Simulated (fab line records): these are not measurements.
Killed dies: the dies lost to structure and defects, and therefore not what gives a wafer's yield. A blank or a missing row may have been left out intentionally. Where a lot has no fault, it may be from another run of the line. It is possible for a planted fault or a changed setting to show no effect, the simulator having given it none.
Code-filled problem report in 8D (eight disciplines) form    flow gf180mcu    the parts of the form that need people (team, actions taken, sign-off) are left out

== 1. WHAT IS WRONG ==
Mean of run_length_s at GF_SAB_WET_ETCH_12: 272 s across 6 wafers in 2 lots; on wafers with no fault it is 468 s (standard deviation 3.4). That puts it -58 standard deviations away from the usual mean.
The step: etches SiO2 in dHF, target depth 22 nm, time 440 s.
Earliest sighting: wafer L731.1 on wet_bench-02 at day 17 12:29. At this step, 42 wafers from 14 lots have a number in the record. The rule behind "out" and "out of limits": a value lying over 4 standard deviations away from the usual mean. Any other wafer with a number is counted as sound.

== 2. WHAT IT IS, WHAT IT ISN'T ==
question                     is                      is not
which readings at this step  run_length_s            -
which lots                   L731, L735              L724, L725, L736, L738, L739, L741, L742, L743, L744, L745, L746, L747
which wafers of those lots   all that have a number  -
read on which tools          wet_bench-02            wet_bench-01, wet_bench-04
when                         from day 17 12:29       up to then (6 sound wafers); but 30 sound wafers of L736, L738, L739, L741, L742, L743, L744, L745, L746, L747 came after

== 3. SUSPECTS, AND WHAT RULES EACH OUT ==
Counting: a tool at a process step up to the reading stays a suspect if it ran every lot that is out and no sound lot after the first of them.
- wet_bench-02 at GF_SAB_WET_ETCH_12 (etches SiO2 in dHF, target depth 22 nm, time 440 s): ruled out as a lasting fault. Sound lots L744 ran on it after its first lot that is out, L731 (day 17 12:29).
Left after counting: nothing in the record.

== 4. THE CAUSE (what the simulator had put in) ==
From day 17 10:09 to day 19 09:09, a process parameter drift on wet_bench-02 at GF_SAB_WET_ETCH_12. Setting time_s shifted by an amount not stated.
Counting ruled it out, wrongly.

== 5. THE EFFECT CHAIN, in route order ==
Rows list readings where the struck wafers' mean (over those with a number) sits beyond 3 standard deviations from the usual. Only readings whose record carries a usual standard deviation are examined. hours: median over the lots of the time between each lot's start at the first step of this table that gives one and its start at this step. sigmas: the change, counted in usual standard deviations.
hours  step                reading       usual  on struck wafers  change  sigmas
0      GF_SAB_WET_ETCH_12  run_length_s  468 s  272               -196    -58
The process steps in it:
- GF_SAB_WET_ETCH_12: etches SiO2 in dHF, target depth 22 nm, time 440 s.
Later steps that measure or inspect, where all struck wafers having a row at the step show a number for every such reading and not one has moved that far: GF_M1_THK_MEAS_06, GF_M1_OVL_MEAS_15.

== 6. WHAT WOULD HAVE CAUGHT IT SOONER ==
The fault began at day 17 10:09; the first out-of-limits reading in this record came at day 17 12:29, 2 hours later.
